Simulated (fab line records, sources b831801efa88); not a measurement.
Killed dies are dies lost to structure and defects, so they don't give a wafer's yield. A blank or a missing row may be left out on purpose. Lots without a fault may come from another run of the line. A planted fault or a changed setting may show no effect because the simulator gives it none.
fab line records | flow gf180mcu
record lots=15 wafers=45 last_day=34
route steps=602 shown V5@562 TOP_METAL@570
lots that met no fault: from a run of the same line without faults
start_h: hours from the record's first day to the start of the lot's first wafer shown | wait_h: hours since the lot's step before | " the same as in the row above | L1.1+2: a row that stands for several wafers | - no value, or no start given | * or withheld: withheld | < > ~ a bound
route shown NAME@n: a module of which the file shows steps, and the number in the route of the first | usual: mean/standard deviation of fault-free wafers | same: alike in all rows | chamber/n: place in a boat | sites: the reading at each site | _std_site: their standard deviation | _edge_site: outer sites' mean less inner sites' | radius_mm: how far each site lies from the wafer's centre | mask NAME#n: copy n | behind: the tool/chamber that last shaped the wafer | hold: why the lot was held/for how many hours/how that ended | device: the transistor (n, p or np) that didn't switch | end of line: the same wafers' tests at the end of the route | a step without rows: its recipe alone | killed: dies lost to structure and defects at the first sort, not the wafer's yield | map: a wafer's dies, x killed, . not, _ none there
set.NAME: the setting as run; set.NAME@STEP: as run at that earlier step | model.NAME: the simulator's own value behind a step, which no gauge read
steps of the route over a sample of lots; a table a step, a row a wafer
services: from which hour (start_h, from the record's first day; less than 0 if before it) a tool's chamber was out of use, for how many hours, and why
## steps
# step GF_V5_SPUTTER_22
# recipe material=TiN target_thk_nm=10 chamber_pressure_pa=5 power_w=4000 time_s=40
# usual chamber_pressure_pa=5.000/0.0099 throttle_valve_pct=30.3/1.5
# columns lot.wafer tool chamber start_h wait_h chamber_pressure_pa throttle_valve_pct
L376.1 pvd_sputter-04 - 642.59 0.0 5.005 31.5
L376.4 " - " " 4.989 28.1
L376.6 " - " " 4.989 31.2
L377.1 pvd_sputter-01 - 643.24 0.0 4.999 29.0
L377.3 " - " " 4.999 28.4
L377.5 " - " " 5.004 30.4
L378.1 pvd_sputter-04 - 651.76 0.0 5.006 31.2
L378.2 " - " " 5.001 31.1
L378.4 " - " " 4.990 28.0
L379.2 pvd_sputter-04 - 660.68 0.0 5.005 31.1
L379.3 " - " " 5.024 28.2
L379.6 " - " " 4.999 31.1
L380.2 pvd_sputter-01 - 668.01 0.0 5.005 29.0
L380.4 " - " " 4.986 28.4
L380.6 " - " " 5.018 30.4
L382.1 pvd_sputter-01 - 684.74 0.0 5.013 30.4
L382.2 " - " " 4.999 29.4
L382.5 " - " " 4.994 28.5
L384.2 pvd_sputter-04 - 702.19 0.0 5.001 28.0
L384.3 " - " " 5.015 30.9
L384.6 " - " " 5.007 31.1
L385.2 pvd_sputter-04 - 705.91 0.0 5.004 28.0
L385.4 " - " " 5.023 31.6
L385.6 " - " " 5.001 30.9
L388.1 pvd_sputter-03 - 721.96 0.0 4.999 32.8
L388.4 " - " " 4.991 30.2
L388.6 " - " " 5.008 30.4
L389.2 pvd_sputter-04 - 730.74 0.0 4.990 31.1
L389.4 " - " " 4.996 31.6
L389.6 " - " " 5.004 31.7
L390.1 pvd_sputter-01 - 736.37 0.0 5.004 30.5
L390.3 " - " " 4.991 29.2
L390.4 " - " " 4.996 30.8
L391.1 pvd_sputter-01 - 745.89 0.0 4.994 29.0
L391.3 " - " " 4.990 28.3
L391.6 " - " " 5.000 30.4
L393.2 pvd_sputter-04 - 763.93 0.0 4.982 31.6
L393.3 " - " " 5.001 31.0
L393.6 " - " " 4.991 31.4
L396.1 pvd_sputter-04 - 773.51 0.0 4.977 31.7
L396.3 " - " " 5.013 31.1
L396.4 " - " " 5.000 31.1
L398.2 pvd_sputter-03 - 785.46 0.0 4.996 32.7
L398.3 " - " " 5.001 32.0
L398.6 " - " " 4.996 30.2
# step GF_TOP_METAL_SPUTTER_03
# recipe material=Ti target_thk_nm=5 substrate_temp_c=300 chamber_pressure_pa=0.3 power_w=3000 time_s=3.3
# usual chamber_pressure_pa=0.3001/0.00057 throttle_valve_pct=29.9/1.2
# columns lot.wafer tool chamber start_h wait_h chamber_pressure_pa throttle_valve_pct
L376.1 pvd_sputter-02 - 643.39 0.0 0.3001 31.3
L376.4 " - " " 0.2999 29.0
L376.6 " - " " 0.2998 30.2
L377.1 pvd_sputter-04 - 644.04 0.0 0.2995 30.9
L377.3 " - " " 0.2997 28.2
L377.5 " - " " 0.3009 31.1
L378.1 pvd_sputter-01 - 652.57 0.0 0.3000 29.0
L378.2 " - " " 0.3006 29.3
L378.4 " - " " 0.3010 30.7
L379.2 pvd_sputter-01 - 661.48 0.0 0.3002 28.4
L379.3 " - " " 0.3010 29.2
L379.6 " - " " 0.3002 29.4
L380.2 pvd_sputter-01 - 668.81 0.0 0.3009 28.4
L380.4 " - " " 0.2999 29.0
L380.6 " - " " 0.3000 28.5
L382.1 pvd_sputter-04 - 685.54 0.0 0.3000 31.1
L382.2 " - " " 0.3001 27.9
L382.5 " - " " 0.2991 31.4
L384.2 pvd_sputter-04 - 702.99 0.0 0.3004 31.2
L384.3 " - " " 0.2995 30.6
L384.6 " - " " 0.3004 31.2
L385.2 pvd_sputter-04 - 706.72 0.0 0.2995 30.8
L385.4 " - " " 0.2998 27.9
L385.6 " - " " 0.3004 31.3
L388.1 pvd_sputter-04 - 722.79 0.0 0.2998 31.9
L388.4 " - " " 0.3006 31.0
L388.6 " - " " 0.3004 31.2
L389.2 pvd_sputter-01 - 731.54 0.0 0.3006 29.1
L389.4 " - " " 0.3010 29.2
L389.6 " - " " 0.3003 30.5
L390.1 pvd_sputter-04 - 737.18 0.0 0.2996 31.7
L390.3 " - " " 0.2997 27.9
L390.4 " - " " 0.3002 30.8
L391.1 pvd_sputter-01 - 746.92 0.0 0.2994 30.7
L391.3 " - " " 0.3001 28.6
L391.6 " - " " 0.2997 29.2
L393.2 pvd_sputter-01 - 764.73 0.0 0.2993 29.2
L393.3 " - " " 0.3006 28.3
L393.6 " - " " 0.2998 29.5
L396.1 pvd_sputter-01 - 774.34 0.0 0.3001 28.7
L396.3 " - " " 0.3000 29.2
L396.4 " - " " 0.2993 29.0
L398.2 pvd_sputter-01 - 786.29 0.0 0.2992 29.2
L398.3 " - " " 0.2999 28.2
L398.6 " - " " 0.2999 28.5
# step GF_TOP_METAL_EXPOSE_11
# recipe mask_id=MetalTop target_cd_nm=440 na=0.6 source_shape=conventional sigma_outer=0.6 dose_mj=170
# usual exposure_dose_mJ_cm2=169.92/0.15 focus_offset_nm=-0.1/0.49 sigma_outer=0.6/0
# columns lot.wafer tool chamber start_h wait_h mask exposure_dose_mJ_cm2 focus_offset_nm sigma_outer
L376.1 iline_stepper-02 0 653.26 - MetalTop#0 169.98 0.5 0.6
L376.4 " 0 " " MetalTop#0 170.07 0.5 0.6
L376.6 " 0 " " MetalTop#0 169.90 -0.4 0.6
L377.1 iline_stepper-02 0 653.71 - MetalTop#0 169.90 -0.1 0.6
L377.3 " 0 " " MetalTop#0 170.06 -0.8 0.6
L377.5 " 0 " " MetalTop#0 170.02 0.0 0.6
L378.1 iline_stepper-02 0 662.35 - MetalTop#0 170.19 0.5 0.6
L378.2 " 0 " " MetalTop#0 170.01 0.8 0.6
L378.4 " 0 " " MetalTop#0 170.09 0.5 0.6
L379.2 iline_stepper-01 0 671.48 - MetalTop#0 169.88 -0.3 0.6
L379.3 " 0 " " MetalTop#0 169.88 -0.3 0.6
L379.6 " 0 " " MetalTop#0 169.87 -0.2 0.6
L380.2 iline_stepper-02 0 678.33 - MetalTop#0 169.90 -0.4 0.6
L380.4 " 0 " " MetalTop#0 169.88 0.5 0.6
L380.6 " 0 " " MetalTop#0 170.19 0.6 0.6
L382.1 iline_stepper-02 0 695.13 - MetalTop#0 170.07 -0.9 0.6
L382.2 " 0 " " MetalTop#0 170.14 -0.5 0.6
L382.5 " 0 " " MetalTop#0 170.01 -0.5 0.6
L384.2 iline_stepper-01 0 711.90 - MetalTop#0 169.76 0.3 0.6
L384.3 " 0 " " MetalTop#0 170.06 0.3 0.6
L384.6 " 0 " " MetalTop#0 170.04 -0.1 0.6
L385.2 iline_stepper-02 0 715.60 - MetalTop#0 169.83 -0.5 0.6
L385.4 " 0 " " MetalTop#0 169.85 -0.2 0.6
L385.6 " 0 " " MetalTop#0 169.81 -0.4 0.6
L388.1 iline_stepper-02 - 731.45 - MetalTop#0 - - -
L388.4 " - " " MetalTop#0 - - -
L388.6 " - " " MetalTop#0 - - -
L389.2 iline_stepper-02 - 740.78 - MetalTop#0 - - -
L389.4 " - " " MetalTop#0 - - -
L389.6 " - " " MetalTop#0 - - -
L390.1 iline_stepper-02 - 745.71 - MetalTop#0 - - -
L390.3 " - " " MetalTop#0 - - -
L390.4 " - " " MetalTop#0 - - -
L391.1 iline_stepper-01 0 755.33 - MetalTop#0 169.92 -0.5 0.6
L391.3 " 0 " " MetalTop#0 170.00 -0.7 0.6
L391.6 " 0 " " MetalTop#0 169.78 -0.4 0.6
L393.2 iline_stepper-02 0 772.83 - MetalTop#0 170.04 -0.2 0.6
L393.3 " 0 " " MetalTop#0 170.03 -0.5 0.6
L393.6 " 0 " " MetalTop#0 170.09 0.0 0.6
L396.1 iline_stepper-01 0 782.06 - MetalTop#0 169.82 0.0 0.6
L396.3 " 0 " " MetalTop#0 169.86 0.1 0.6
L396.4 " 0 " " MetalTop#0 169.73 0.6 0.6
L398.2 iline_stepper-01 0 793.82 - MetalTop#0 169.86 0.6 0.6
L398.3 " 0 " " MetalTop#0 169.94 0.8 0.6
L398.6 " 0 " " MetalTop#0 169.81 0.8 0.6
# step GF_TOP_METAL_METAL_ETCH_16
# recipe chemistry=Cl2/BCl3 mask_material=NOVOLAK target_depth_nm=1077.5 stop_on=SiO2 pressure_mtorr=8 icp_w=800 bias_w=140 Cl2_flow_sccm=80 bcl3_flow_sccm=40 time_s=179.6
# usual drypump_motor_current_A=5.9/0.33 oes_product_au=0.965/0.0075 throttle_valve_pct=28.258/0.011
# columns lot.wafer tool chamber start_h wait_h drypump_motor_current_A oes_product_au rf_hours_counter_h throttle_valve_pct
L376.1 rie_metal-04 0 663.46 0.0 5.9 0.973 12 28.244
L376.4 " 0 " " 5.9 0.960 - 28.232
L376.6 " 1 " " 5.9 0.972 - 28.253
L377.1 rie_metal-01 1 664.07 0.0 5.6 0.968 7 28.254
L377.3 " 1 " " 5.5 0.967 - 28.268
L377.5 " 0 " " 6.4 0.958 - 28.266
L378.1 rie_metal-02 0 671.79 0.0 5.7 0.963 2 28.262
L378.2 " 1 " " 6.0 0.958 12 28.279
L378.4 " 0 " " 5.6 0.961 - 28.268
L379.2 rie_metal-01 1 681.21 0.0 5.5 0.952 8 28.266
L379.3 " 0 " " 6.5 0.965 - 28.267
L379.6 " 0 " " 6.5 0.952 - 28.267
L380.2 rie_metal-01 1 687.26 0.0 5.5 0.971 8 28.243
L380.4 " 0 " " 6.5 0.962 - 28.262
L380.6 " 0 " " 6.5 0.961 - 28.249
L382.1 rie_metal-01 0 704.51 0.0 6.5 0.961 7 28.247
L382.2 " 1 " " 5.5 0.961 9 28.274
L382.5 " 0 " " 6.5 0.973 - 28.264
L384.2 rie_metal-04 1 720.94 0.0 5.9 0.973 7 28.254
L384.3 " 0 " " 5.9 0.964 - 28.240
L384.6 " 0 " " 5.9 0.968 - 28.266
L385.2 rie_metal-01 1 724.37 0.0 5.5 0.956 10 28.255
L385.4 " 1 " " 5.6 0.959 - 28.277
L385.6 " 1 " " 5.5 0.960 - 28.257
L388.1 rie_metal-01 0 740.06 0.0 6.5 0.986 9 28.268
L388.4 " 1 " " 5.6 0.976 - 28.232
L388.6 " 0 " " 6.4 0.984 - 28.260
L389.2 rie_metal-01 1 748.99 0.0 5.5 0.975 11 28.246
L389.4 " 1 " " 5.5 0.972 - 28.254
L389.6 " 1 " " 5.5 0.974 - 28.251
L390.1 rie_metal-02 0 754.02 0.0 5.6 0.971 7 28.256
L390.3 " 1 " " 6.0 0.960 - 28.271
L390.4 " 0 " " 5.6 0.954 - 28.269
L391.1 rie_metal-02 1 763.62 0.0 6.0 0.956 1 28.270
L391.3 " 1 " " 6.0 0.959 - 28.289
L391.6 " 1 " " 6.0 0.957 - 28.262
L393.2 rie_metal-04 1 780.31 0.0 6.0 0.956 8 28.253
L393.3 " 0 " " 5.9 0.963 - 28.258
L393.6 " 0 " " 5.9 0.959 - 28.267
L396.1 rie_metal-04 1 789.74 0.0 6.0 0.961 9 28.248
L396.3 " 1 " " 6.0 0.974 - 28.262
L396.4 " 0 " " 5.9 0.973 - 28.246
L398.2 rie_metal-01 0 801.21 0.0 6.4 0.965 13 28.243
L398.3 " 0 " " 6.5 0.969 - 28.249
L398.6 " 0 " " 6.5 0.962 - 28.246
## services
# columns tool chamber start_h hours kind
rie_metal-04 - 635.74 1.2 repair
rie_metal-02 0 654.30 14.1 repair
iline_stepper-01 0 656.44 - calibration
pvd_sputter-03 - 678.19 2.1 repair
pvd_sputter-04 - 682.47 2.4 repair
pvd_sputter-03 - 682.64 2.1 repair
iline_stepper-02 0 696.56 - calibration
pvd_sputter-02 - 698.57 40.2 repair
pvd_sputter-01 - 700.85 8.0 repair
rie_metal-04 0 723.04 1.7 repair
rie_metal-02 - 724.30 1.4 pm
pvd_sputter-04 - 724.51 5.8 repair
iline_stepper-01 - 727.67 1.7 pm
rie_metal-04 - 746.26 28.1 pm
pvd_sputter-02 - 757.17 2.3 repair
rie_metal-04 - 774.36 1.4 pm
rie_metal-04 - 781.94 0.1 repair
pvd_sputter-04 - 782.84 7.0 repair
iline_stepper-02 - 788.32 2.1 pm
iline_stepper-02 - 790.41 - consumable_replace:lamp
pvd_sputter-01 - 790.54 2.9 repair
rie_metal-04 0 793.94 - clean
rie_metal-04 0 793.94 17.4 scheduled_down
pvd_sputter-03 - 800.51 1.7 repair
## key
first_sign step=GF_TOP_METAL_EXPOSE_11 reading=tool_record direction=missing
effect none on later readings
met_at GF_TOP_METAL_EXPOSE_11
struck_lots L388,L389,L390
later_rows_left_out L388.1,L388.4,L388.6,L389.2,L389.4,L389.6,L390.1,L390.3,L390.4
sort_left_out L388.1,L388.4,L388.6,L389.2,L389.4,L389.6,L390.1,L390.3,L390.4
not_acting_at GF_V5_SPUTTER_22,GF_TOP_METAL_SPUTTER_03,GF_TOP_METAL_METAL_ETCH_16
onset_between 715.60 731.45
fault kind=skipped_step_whole tool=iline_stepper-02 chamber=- onset_h=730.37 steps=GF_TOP_METAL_EXPOSE_11 scope=struck_lots_only
# sort_left_out: the simulated sort isn't trusted on such a fault, so these wafers' sort isn't shown, and their yield isn't known
# later_rows_left_out: the simulator's readings of these wafers behind a module that went badly wrong aren't trusted and aren't shown, but for the sort
